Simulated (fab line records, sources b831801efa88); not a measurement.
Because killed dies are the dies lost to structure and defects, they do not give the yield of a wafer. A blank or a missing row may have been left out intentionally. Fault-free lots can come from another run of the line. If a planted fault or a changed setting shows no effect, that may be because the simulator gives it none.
Which tool did it? + flow gf180mcu + 42 wafers from 14 lots sampled at 5 of the route's 602 steps

## WHAT EACH GAUGE READ, for each wafer
GF_HV_LDD_RS_MEAS_53: measurement is done with a four-point probe.
| lot  | measured     | on            | HV_LDD_RS (ohm/sq) |
|------|--------------|---------------|--------------------|
| L110 | day 12 19:11 | film-metro-01 | 419.5 419.2 419.1  |
| L113 | day 13 08:45 | film-metro-04 | 417.8 418.1 418.6  |
| L114 | day 13 23:28 | film-metro-02 | 418.0 418.2 418.5  |
| L115 | day 14 03:19 | film-metro-02 | 419.1 418.4 420.3  |
| L118 | day 14 15:12 | film-metro-01 | 417.6 416.9 418.4  |
| L117 | day 14 16:52 | film-metro-02 | 417.5 417.3 417.2  |
| L116 | day 14 17:10 | film-metro-02 | 418.4 417.3 417.0  |
| L119 | day 15 08:30 | film-metro-02 | 417.6 417.7 418.5  |
| L121 | day 15 22:31 | film-metro-04 | 418.5 417.9 418.2  |
| L128 | day 18 07:35 | film-metro-04 | 417.5 418.4 417.6  |
| L130 | day 19 06:28 | film-metro-01 | 418.4 418.8 417.3  |
| L131 | day 19 07:34 | film-metro-04 | 418.4 418.1 418.1  |
| L132 | day 19 17:07 | film-metro-02 | 417.5 417.9 418.6  |
| L133 | day 20 00:12 | film-metro-02 | 418.6 418.4 418.9  |

GF_SAB_THK_MEAS_01.
| lot  | measured     | on            | SAB_CVD_00_THK (nm) |
|------|--------------|---------------|---------------------|
| L110 | day 14 15:09 | film-metro-04 | 49.4 50.0 51.7      |
| L113 | day 15 05:19 | film-metro-04 | 49.4 49.9 49.5      |
| L114 | day 15 21:53 | film-metro-04 | 48.7 49.6 49.0      |
| L115 | day 16 01:40 | film-metro-03 | 50.2 50.3 50.7      |
| L118 | day 16 14:32 | film-metro-03 | 99.5 101.5 98.9     |
| L117 | day 16 16:29 | film-metro-01 | 101.3 103.4 103.0   |
| L116 | day 16 15:26 | film-metro-04 | 49.9 49.3 49.2      |
| L119 | day 17 09:27 | film-metro-01 | 49.7 49.9 50.8      |
| L121 | day 17 23:13 | film-metro-03 | 99.3 98.7 101.4     |
| L128 | day 20 14:32 | film-metro-03 | 50.0 51.5 50.9      |
| L130 | day 21 10:38 | film-metro-03 | 50.4 50.7 51.2      |
| L131 | day 21 12:56 | film-metro-01 | 50.9 51.1 50.7      |
| L132 | day 21 22:01 | film-metro-04 | 49.6 48.8 50.6      |
| L133 | day 22 03:49 | film-metro-01 | 49.7 50.2 49.1      |

GF_SAB_CD_MEAS_09 targets a cd of 420 nm.
| lot  | measured     | on        | cd-nm (nm)        |
|------|--------------|-----------|-------------------|
| L110 | day 15 11:55 | cd-sem-01 | 419.2 419.3 416.8 |
| L113 | day 16 01:34 | cd-sem-01 | 417.4 418.5 418.1 |
| L114 | day 16 19:28 | cd-sem-02 | 419.6 421.3 421.3 |
| L115 | day 16 23:37 | cd-sem-02 | 421.1 422.0 421.2 |
| L118 | day 17 13:21 | cd-sem-01 | 419.5 418.8 418.9 |
| L117 | day 17 15:06 | cd-sem-02 | 420.4 419.2 421.6 |
| L116 | day 17 14:42 | cd-sem-01 | 420.4 418.4 419.0 |
| L119 | day 18 08:24 | cd-sem-01 | 422.2 421.5 421.2 |
| L121 | day 18 22:44 | cd-sem-02 | 420.9 420.1 420.8 |
| L128 | day 21 14:06 | cd-sem-02 | 418.6 420.0 418.3 |
| L130 | day 22 10:05 | cd-sem-01 | 422.5 419.0 419.7 |
| L131 | day 22 12:19 | cd-sem-01 | 420.3 421.1 419.6 |
| L132 | day 22 20:17 | cd-sem-01 | 417.4 416.4 419.6 |
| L133 | day 23 02:43 | cd-sem-02 | 423.4 424.4 422.5 |

GF_SAB_OVL_MEAS_10.
| lot  | measured     | on         | SAB_OVL (nm)   |
|------|--------------|------------|----------------|
| L110 | day 15 12:00 | overlay-01 | 2.3 2.4 2.1    |
| L113 | day 16 01:41 | overlay-02 | -1.1 -1.8 -0.7 |
| L114 | day 16 19:35 | overlay-01 | 0.7 0.2 0.8    |
| L115 | day 16 23:44 | overlay-01 | 0.2 1.0 -0.3   |
| L118 | day 17 13:26 | overlay-01 | 0.7 -1.0 2.0   |
| L117 | day 17 15:12 | overlay-01 | -0.8 0.2 -0.3  |
| L116 | day 17 14:47 | overlay-01 | 2.2 2.1 1.6    |
| L119 | day 18 08:30 | overlay-01 | 0.6 3.5 2.8    |
| L121 | day 18 22:51 | overlay-01 | 4.3 5.2 5.2    |
| L128 | day 21 14:12 | overlay-02 | -1.6 -1.7 -2.0 |
| L130 | day 22 10:11 | overlay-02 | 0.4 1.1 0.2    |
| L131 | day 22 12:26 | overlay-02 | 2.5 1.3 2.3    |
| L132 | day 22 20:24 | overlay-02 | 0.6 1.2 -0.4   |
| L133 | day 23 02:50 | overlay-01 | -0.1 1.2 0.0   |

## EACH LOT AND THE TOOL THAT RAN IT (in order: tool; ch and the chambers of the sampled wafers; start)
| lot  | GF_SAB_CVD_00                   |
|------|---------------------------------|
| L110 | pecvd-01 ch 0,1,2, day 14 15:07 |
| L113 | pecvd-01 ch 1,2, day 15 05:18   |
| L114 | pecvd-02 ch 0,2, day 15 21:51   |
| L115 | pecvd-01 ch 0,1,2, day 16 01:39 |
| L118 | pecvd-03 ch 0,1,2, day 16 14:19 |
| L117 | pecvd-01 ch 0,1, day 16 16:15   |
| L116 | pecvd-02 ch 0,1,2, day 16 15:22 |
| L119 | pecvd-02 ch 1,2, day 17 09:25   |
| L121 | pecvd-02 ch 0,2, day 17 23:01   |
| L128 | pecvd-01 ch 1,2, day 20 14:31   |
| L130 | pecvd-03 ch 0,1,2, day 21 10:36 |
| L131 | pecvd-01 ch 1,2, day 21 12:55   |
| L132 | pecvd-02 ch 1,2, day 21 22:00   |
| L133 | pecvd-02 ch 0,1,2, day 22 03:48 |
- GF_SAB_CVD_00: deposits SiO2 from TEOS, target thk 50 nm, time 4.9302 s.

## WHAT THE TOOLS THEMSELVES READ (means of the sampled wafers that have a number; where no wafer has one, the mark that the record gives instead)
GF_SAB_CVD_00.
| lot  | tool     | heater-power-w (W) | susceptor-temp-C (C) |
|------|----------|--------------------|----------------------|
| L110 | pecvd-01 | 727                | 399.93               |
| L113 | pecvd-01 | 641                | 399.71               |
| L114 | pecvd-02 | 636                | 400.06               |
| L115 | pecvd-01 | 675                | 400.07               |
| L118 | pecvd-03 | 665                | 399.91               |
| L117 | pecvd-01 | 705                | 400.21               |
| L116 | pecvd-02 | 648                | 399.71               |
| L119 | pecvd-02 | 622                | 399.75               |
| L121 | pecvd-02 | 641                | 400.04               |
| L128 | pecvd-01 | 678                | 400.05               |
| L130 | pecvd-03 | 689                | 399.93               |
| L131 | pecvd-01 | 657                | 400.03               |
| L132 | pecvd-02 | 703                | 399.74               |
| L133 | pecvd-02 | 637                | 400.04               |

## THE ANSWER, worked out from the rows above alone
Rule: the usual values come from the lots themselves. The widest of any qualifying gaps counts: lots, ordered by their means at a reading, are off when they make up no more than a third of the lots, leave a main group of 4 or more, and stand apart from it by 3 or more times the standard deviation of that group's means. A main group is skipped when, at the precision printed for the reading in the tables above, its means are all equal. Also off: a lot with no number at a reading for which 4 or more lots have one. All remaining lots with rows at the step are treated as sound. After the gauges, taken in route order, come the tools' own readings; for these a lot's mean is taken, as printed above. The first step at which some lot is off is used, and at that step the reading that is off furthest; a lot without a number counts as furthest.
Off: at GF_SAB_THK_MEAS_01 (SAB_CVD_00_THK), L118, L117, L121. For the main group the mean is 50.1 nm and the standard deviation 0.58.
If a tool, at a process step before that reading, ran all the lots that are off and no sound lot after the first of them, it fits. Those tools and the gauges at GF_SAB_THK_MEAS_01 are tried in the same way. Not one of the candidates tried fits.

## WHAT THE SIMULATOR HAD INSERTED
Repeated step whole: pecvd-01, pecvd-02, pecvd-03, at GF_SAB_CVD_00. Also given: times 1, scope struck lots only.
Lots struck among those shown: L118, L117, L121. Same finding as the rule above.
